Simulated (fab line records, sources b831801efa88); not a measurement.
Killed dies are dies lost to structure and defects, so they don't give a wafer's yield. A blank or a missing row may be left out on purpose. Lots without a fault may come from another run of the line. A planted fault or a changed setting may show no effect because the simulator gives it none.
Chamber matching | flow gf180mcu | GF_V2_ETCH_16 on rie_diel-03: 4 sister chambers
The step etches BARC in N2/H2. 4 wafers are shown with their chamber, then 8 later ones without.

WAFERS WITH THEIR CHAMBER
wafer  | chamber | drypump_motor_current_A (A)
L085.6 | 1       | 4.6
L089.2 | 3       | 6.7
L089.5 | 0       | 6.5
L090.3 | 2       | 5.0

WAFERS WITHOUT THEIR CHAMBER
wafer  | drypump_motor_current_A (A)
L090.4 | 6.6
L090.6 | 5.0
L091.1 | 4.6
L091.4 | 6.7
L091.5 | 4.6
L092.2 | 6.6
L092.3 | 4.6
L092.4 | 6.7

WHICH CHAMBER EACH WENT THROUGH
wafer  | from the rows above     | in truth
L090.4 | can't be placed: 0 or 3 | 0
L090.6 | 2                       | 2
L091.1 | 1                       | 1
L091.4 | 3                       | 3
L091.5 | 1                       | 1
L092.2 | can't be placed: 0 or 3 | 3
L092.3 | 1                       | 1
L092.4 | 3                       | 3
Placed correctly: 6 of 8. Can't be placed from these rows: 2 (the true chamber is among the candidates in 2). Placed wrongly: 0.
How it was worked out, from the rows above alone: a wafer's distance from a chamber is the root of the sum, over the readings, of the square of ((its reading less the chamber's mean) divided by the reading's scatter). The wafer belongs to the nearest chamber; if the next one is less than 2 further off, it can't be placed. A chamber's mean is the mean of its shown wafers. The scatter: with one shown wafer a chamber, the root of the mean of the squares of how far each hidden wafer lies from its nearest shown one.
